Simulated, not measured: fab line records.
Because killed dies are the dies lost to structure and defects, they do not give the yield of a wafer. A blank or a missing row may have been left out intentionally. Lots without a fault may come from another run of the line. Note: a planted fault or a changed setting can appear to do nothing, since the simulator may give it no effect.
What tool caused it? -- flow sfqLine -- 21 wafers from 7 lots sampled at 6 of the route's 325 steps

WHAT THE GAUGES READ, wafer by wafer
SFQ_M8_BOW_MEAS_951.
lot,measured,on,M8_BOW (um)
L605,day 83 20:48,filmMetro-04,7 21 24
L609,day 84 15:49,filmMetro-03,5 2 5
L618,day 86 07:26,filmMetro-03,12 21 4
L620,day 88 06:08,filmMetro-01,22 23 19
L622,day 90 04:43,filmMetro-04,18 22 22
L624,day 92 12:10,filmMetro-01,24 20 28
L626,day 93 03:49,filmMetro-01,5 13 9

TOOL THAT RAN EACH LOT (tool first, then ch and the chambers of the sampled wafers, then the start)
lot,SFQ_TRILAYER_R5_DEP_SPUTTER_134,SFQ_TRILAYER_I7_DEP_PECVD_183,SFQ_TRILAYER_I7_VIA_ETCH_VIA_ETCH_190,SFQ_TRILAYER_I7_VIA_STRIP_STRIP_191,SFQ_TRILAYER_M8_LITHO_EXPOSE_194
L605,"pvdSputter-04, day 70 06:51","pecvd-03 ch 0,1,2, day 83 07:10","rieDiel-01 ch 0,2,3, day 83 14:57","rieMetal-01 ch 0,1, day 83 15:04","krfScanner-01 ch 0, day 83 18:10"
L609,"pvdSputter-06, day 70 14:03","pecvd-04 ch 0,1, day 83 14:40","rieDiel-03 ch 0,2, day 84 02:57","rieMetal-04 ch 0,1, day 84 03:04","krfScanner-01, day 84 13:22"
L618,"pvdSputter-05, day 74 07:13","pecvd-01 ch 1,2, day 85 00:07","rieDiel-03 ch 1,2,3, day 85 15:57","rieMetal-02 ch 0,1, day 85 16:16","krfScanner-01 ch 0, day 86 05:10"
L620,"pvdSputter-06, day 75 08:01","pecvd-03 ch 0,1, day 87 12:01","rieDiel-03 ch 0,2, day 87 23:05","rieMetal-04 ch 0, day 87 23:12","krfScanner-01 ch 0, day 88 03:31"
L622,"pvdSputter-06, day 76 03:16","pecvd-03 ch 0,2, day 88 19:13","rieDiel-01 ch 0,2,3, day 89 23:50","rieMetal-04 ch 0,1, day 89 23:57","krfScanner-01 ch 0, day 90 02:16"
L624,"pvdSputter-05, day 76 14:47","pecvd-03 ch 0,1,2, day 91 19:21","rieDiel-03 ch 0,1,3, day 92 06:17","rieMetal-04 ch 0,1, day 92 06:35","krfScanner-01 ch 0, day 92 09:54"
L626,"pvdSputter-04, day 76 18:43","pecvd-03 ch 1,2, day 92 00:08","rieDiel-03 ch 0,1,2, day 92 14:41","rieMetal-04 ch 0, day 92 14:47","krfScanner-01 ch 0, day 93 01:06"
- SFQ_TRILAYER_R5_DEP_SPUTTER_134: material Ti, target thk 5 nm, time 5 s.
- SFQ_TRILAYER_I7_DEP_PECVD_183: deposits SiO2 from SiH4/N2O, time 111.11 s, target thk 500 nm.
- SFQ_TRILAYER_I7_VIA_ETCH_VIA_ETCH_190: etches SiO2 in CHF3, stops on Nb, target depth 260 nm.
- SFQ_TRILAYER_I7_VIA_STRIP_STRIP_191: strips in O2.
- SFQ_TRILAYER_M8_LITHO_EXPOSE_194: exposes mask M8, target cd 2000 nm.

THE ANSWER, worked out from the rows above alone
Rule: usual is defined by the lots themselves. The widest of any qualifying gaps counts: lots, ordered by their means at a reading, are off when they make up no more than a third of the lots, leave a main group of 4 or more, and stand apart from it by 3 or more times the standard deviation of that group's means. A main group whose means are all the same, to the digits that the tables above print for the reading, isn't used. A lot without any number at a reading at which 4 lots or more have one is off too. All remaining lots with rows at the step are treated as sound.
No lot is off at any reading shown: from this, nothing can be told.

WHAT HAD BEEN PUT IN BY THE SIMULATOR
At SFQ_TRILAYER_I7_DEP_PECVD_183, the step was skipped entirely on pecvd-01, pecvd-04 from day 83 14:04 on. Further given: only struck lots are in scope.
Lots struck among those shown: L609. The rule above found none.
